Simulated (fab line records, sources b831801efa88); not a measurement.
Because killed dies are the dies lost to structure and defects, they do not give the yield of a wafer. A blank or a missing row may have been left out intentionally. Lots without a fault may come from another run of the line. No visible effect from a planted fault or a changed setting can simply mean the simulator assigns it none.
Matching of chambers    flow gf180mcu    GF_V3_CMP_04 on cmp-01: 4 sister chambers
The step polishes SiO2. 16 wafers are shown with their chamber, then 8 later ones without.

== EACH WAFER AND ITS CHAMBER ==
wafer   chamber  motor current A (A)  time to endpoint s (s)
L931.2  3        11.7                 72
L931.3  0        11.5                 79
L931.5  0        11.1                 83
L932.2  0        11.4                 78
L932.4  3        11.5                 86
L932.6  2        10.9                 86
L938.1  2        10.7                 87
L938.2  0        10.9                 82
L938.5  2        10.8                 84
L940.2  3        12.1                 70
L940.4  0        11.4                 83
L940.6  3        12.1                 69
L943.2  2        11.4                 76
L943.4  1        10.3                 80
L943.5  0        12.0                 77
L948.1  1        10.0                 73

SIGNATURES (means of the wafers above)
reading             chamber 0  chamber 1  chamber 2  chamber 3  scatter within a chamber
motor current A     11.383     10.150     10.950     11.850     0.331
time to endpoint s  80.33      76.50      83.25      74.25      5.19
Rule: for each reading, subtract the chamber's mean from the wafer's reading, divide by that reading's scatter and square the result; add these up over the readings and take the root, which gives the wafer's distance from the chamber. If the next closest chamber is less than 2 further off than the closest, the wafer can't be placed; otherwise it belongs to the closest. The scatter: take each reading less its chamber's mean, square it, sum over the shown wafers, divide by the number of wafers less the number of chambers, and take the root.

== WAFERS WHOSE CHAMBER IS MISSING ==
wafer   motor current A (A)  time to endpoint s (s)
L948.3  11.3                 69
L948.6  10.2                 77
L949.1  12.3                 78
L949.5  10.6                 82
L949.6  11.8                 88
L951.1  11.6                 85
L951.3  9.6                  75
L951.6  11.4                 87

== CHAMBER TAKEN BY EACH ==
wafer   from the rows above                in truth
L948.3  can't be placed: 3 or 0 or 2 or 1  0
L948.6  1                                  1
L949.1  can't be placed: 3 or 0            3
L949.5  can't be placed: 2 or 1 or 0       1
L949.6  can't be placed: 0 or 3 or 2       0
L951.1  can't be placed: 0 or 2 or 3       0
L951.3  1                                  1
L951.6  can't be placed: 0 or 2 or 3       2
2 of 8 placed correctly. Cannot be placed on the basis of these rows: 6; the candidates contain the true chamber in 6. Number placed wrongly: 0.
